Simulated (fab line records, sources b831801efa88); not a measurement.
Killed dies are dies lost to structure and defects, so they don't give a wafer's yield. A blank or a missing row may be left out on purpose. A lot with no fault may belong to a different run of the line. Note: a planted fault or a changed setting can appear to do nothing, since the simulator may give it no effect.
A struck lot beside a sound one -- flow gf180mcu -- 43 out of 602 route steps
Sound: these wafers, L428.1, L428.4, L428.6. Wafers struck: L436.2, L436.4, L436.5. The cause comes at the end.
Order at every step that has rows: each side's tool, ch and its chambers, its first start. Under that, the readings that differ: sound wafers -- struck wafers -- difference of the means -- sigmas: that difference in standard deviations of wafers without a fault.
alike: readings with means less than 2 such deviations apart, plus words and numbers identical on both sides. not compared: withheld readings, readings lacking a value on some wafer, bounds such as >300 that could conceal the same value, and numbers that have no deviation in the record and whose values overlap.
A row with sigmas, a row that says differs or no value, or rows on one side alone: a step with any of these is where the two part. When numbers do not overlap yet have no deviation, they are printed without sigmas and do not part them. Lack of a reading on every wafer of one side parts them only where that side has two or more wafers.

first, 1 step without rows for these wafers: GF_STI_OXIDATION_01 (stabilise 600 s, purge 300 s, target thk 10 nm).
GF_STI_THK_MEAS_02:
  sound: filmMetro-04 at day 3 05:01; struck: filmMetro-01 at day 4 14:31
  alike: STI_OXIDATION_THK
then, 1 step without rows for these wafers: GF_STI_CVD_03 (deposits Si3N4 from DCS/NH3, target thk 207.16 nm, time 3551 s).
GF_STI_THK_MEAS_04:
  sound: filmMetro-01 at day 3 07:04; struck: filmMetro-01 at day 4 16:34
  alike: STI_CVD_03_THK
then, 7 steps without rows for these wafers: GF_STI_DEHYDRATE_05 (time 60 s); GF_STI_HMDS_06 (prime time 60 s); GF_STI_COAT_07 (resist thk 700 nm); GF_STI_SOFTBAKE_08 (time 60 s); GF_STI_EXPOSE_09 (exposes mask COMP, target cd 220 nm); GF_STI_PEB_10 (peb time 90 s); GF_STI_DEVELOP_11 (develop time 60 s).
GF_STI_CD_MEAS_12: target cd 220 nm.
  sound: cdSem-02 at day 3 19:21; struck: cdSem-02 at day 5 06:37
  alike: cdNm
GF_STI_ETCH_13: etches the open film in CHF3/O2, stops on Si, target depth 282.31 nm, time 112.9 s.
  sound on rieDiel-03 ch 0,2, day 3 19:28; struck on rieDiel-03 ch 1,2,3, day 5 06:43
  alike: chamberPressureMTorr, drypumpMotorCurrentA, oesProductAu, throttleValvePct
  not compared: rfHoursCounterH
GF_STI_ETCH_14: etches Si in HBr/Cl2/O2, target depth 360 nm, time 102.9 s.
  sound on rieSi-01 ch 1,2,3, day 3 19:33; struck on rieSi-02 ch 0,1, day 5 06:47
  alike: chamberPressureMTorr, drypumpMotorCurrentA, oesProductAu, throttleValvePct
  not compared: rfHoursCounterH
GF_STI_STRIP_15: strips in O2/N2.
  sound on plasmaAsher-04 ch 0, day 3 19:37; struck on plasmaAsher-01 ch 0,1, day 5 06:52
  alike: chamberPressureMTorr, drypumpMotorCurrentA, heaterPowerW, oesProductAu, stripTimeToEndpointS
  not compared: rfHoursCounterH
then, 6 steps without rows for these wafers: GF_STI_CLEAN_16 (cleans in dHF, time 25 s); GF_STI_WET_ETCH_17 (etches Si3N4 in H3PO4, target depth 45 nm, time 514 s); GF_STI_CLEAN_18 (cleans in SC1/SC2, time 154.2 s); GF_STI_CLEAN_19 (cleans in dHF, time 20 s); GF_STI_WET_ETCH_20 (etches SiO2 in dHF, target depth 20 nm, time 400 s); GF_STI_OXIDATION_21 (stabilise 600 s, purge 300 s, target thk 15 nm).
GF_STI_THK_MEAS_22:
  sound: filmMetro-01 at day 3 21:12; struck: filmMetro-01 at day 5 10:21
  alike: STI_OXIDATION_01_THK
then, 1 step without rows for these wafers: GF_STI_CVD_23 (deposits SiO2, target thk 650 nm, time 108.3 s).
GF_STI_THK_MEAS_24:
  sound: filmMetro-02 at day 3 21:20; struck: filmMetro-04 at day 5 10:29
  alike: STI_CVD_23_THK
GF_STI_CMP_25: polishes, stops on Si3N4, t overpolish 33 s, target thk 524.6 nm.
  sound on cmp-02 ch 0,1, day 3 21:28; struck on cmp-02 ch 1,2,3, day 5 10:38
  alike: motorCurrentA, overpolishRunS, timeToEndpointS
then, 4 steps without rows for these wafers: GF_STI_WET_ETCH_26 (etches SiO2 in dHF, target depth 94 nm, time 188 s); GF_STI_WET_ETCH_27 (etches Si3N4 in H3PO4, target depth 160 nm, time 1825 s); GF_STI_WET_ETCH_28 (etches SiO2 in dHF, target depth 20 nm, time 40 s); GF_STI_OXIDATION_29 (stabilise 600 s, purge 300 s, target thk 10 nm).
GF_STI_THK_MEAS_30:
  sound: filmMetro-01 at day 4 00:43; struck: filmMetro-04 at day 5 14:29
  alike: STI_OXIDATION_02_THK
then, 8 steps without rows for these wafers: GF_DNWELL_DEHYDRATE_00 (time 60 s); GF_DNWELL_HMDS_01 (prime time 60 s); GF_DNWELL_COAT_02 (resist thk 3000 nm); GF_DNWELL_SOFTBAKE_03; GF_DNWELL_EXPOSE_04 (exposes mask DNWELL, target cd 1700 nm); GF_DNWELL_PEB_05; GF_DNWELL_DEVELOP_06 (develop time 60 s); GF_DNWELL_IMPLANT_07.
GF_DNWELL_STRIP_08: strips in O2/N2.
  sound on plasmaAsher-01 ch 0,1, day 4 14:44; struck on plasmaAsher-03 ch 0,1, day 6 05:31
  alike: chamberPressureMTorr, drypumpMotorCurrentA, heaterPowerW, oesProductAu, stripTimeToEndpointS
  not compared: rfHoursCounterH
GF_DNWELL_TW_MEAS_09:
  sound: filmMetro-01 at day 4 14:50; struck: filmMetro-04 at day 6 05:38
  alike: DNWELL_TW
then, 2 steps without rows for these wafers: GF_NWELL_DEHYDRATE_00 (time 60 s); GF_NWELL_HMDS_01 (prime time 60 s).
-- the record jumps here: 27 days lie between the struck wafers' starts before and after (it left off in module NWELL and takes up again in module PASSIVATION, whose first step shown is number 602 of the route) --
GF_PASSIVATION_PROBE_99:
  record: rows for the struck wafers here (prober-02, day 33 10:17), none for the sound ones

## WHERE THEY PART
At GF_PASSIVATION_PROBE_99 and nowhere else, as far as this record goes.

WHY: whatever the simulator had introduced
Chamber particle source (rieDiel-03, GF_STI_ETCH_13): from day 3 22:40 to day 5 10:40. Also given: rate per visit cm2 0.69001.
